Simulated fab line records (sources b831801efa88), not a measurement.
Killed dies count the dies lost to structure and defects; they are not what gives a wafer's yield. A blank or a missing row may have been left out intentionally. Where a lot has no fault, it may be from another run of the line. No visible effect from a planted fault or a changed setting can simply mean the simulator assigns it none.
What tool caused it? :: flow gf180mcu :: 36 wafers sampled from 12 lots at 1 step of a route of 602

## WHAT THE GAUGES READ, wafer by wafer
GF_VT_IMPLANT_TW_MEAS_43. Usual: for VT_IMPLANT_4_TW the level is 684 and the standard deviation is 7.2.
lot: L166
measured: day 7 14:14
on: film-metro-01
VT_IMPLANT_4_TW: 685 688 688
flag: 

lot: L168
measured: day 8 01:35
on: film-metro-03
VT_IMPLANT_4_TW: 679 677 678
flag: 

lot: L170
measured: day 8 16:13
on: film-metro-02
VT_IMPLANT_4_TW: 692 695 697
flag: 

lot: L172
measured: day 9 04:54
on: film-metro-03
VT_IMPLANT_4_TW: 680 679 681
flag: 

lot: L173
measured: day 9 11:53
on: film-metro-02
VT_IMPLANT_4_TW: 695 697 693
flag: 

lot: L174
measured: day 9 18:35
on: film-metro-02
VT_IMPLANT_4_TW: 697 697 699
flag: 

lot: L175
measured: day 10 01:44
on: film-metro-01
VT_IMPLANT_4_TW: 686 682 682
flag: 

lot: L180
measured: day 11 11:20
on: film-metro-01
VT_IMPLANT_4_TW: 682 684 682
flag: 

lot: L182
measured: day 12 03:33
on: film-metro-02
VT_IMPLANT_4_TW: 698 695 695
flag: 

lot: L186
measured: day 13 03:18
on: film-metro-03
VT_IMPLANT_4_TW: 674 677 677
flag: 

lot: L187
measured: day 13 11:07
on: film-metro-01
VT_IMPLANT_4_TW: 682 684 681
flag: 

lot: L188
measured: day 13 16:53
on: film-metro-02
VT_IMPLANT_4_TW: 697 696 697
flag: 

## WHAT TOOL EACH LOT RAN ON (gives the tool, then ch and the chambers of the sampled wafers, and finally the start)
The record holds no process step before these readings.

## WHAT THE TOOLS THEMSELVES READ (means of the sampled wafers that have a number; where no wafer has one, the mark that the record gives instead)
The record holds no such reading with a usual standard deviation.

## THE ANSWER, worked out from the rows above alone
Rule: a lot is off if the mean of its wafers that have a number lies more than 3 standard deviations from the usual mean. A lot without any number at a reading at which 4 lots or more have one is off too. Any other lot the step has rows for is counted as sound. First the gauges in route order, then the tools' own readings, where a lot's mean is used as printed above. At the first step where some lot is off, the reading lying furthest off is the one used; lots without a number count as furthest.
Across all readings shown, no lot is off: no conclusion can be drawn from this.

## WHAT THE SIMULATOR PUT IN
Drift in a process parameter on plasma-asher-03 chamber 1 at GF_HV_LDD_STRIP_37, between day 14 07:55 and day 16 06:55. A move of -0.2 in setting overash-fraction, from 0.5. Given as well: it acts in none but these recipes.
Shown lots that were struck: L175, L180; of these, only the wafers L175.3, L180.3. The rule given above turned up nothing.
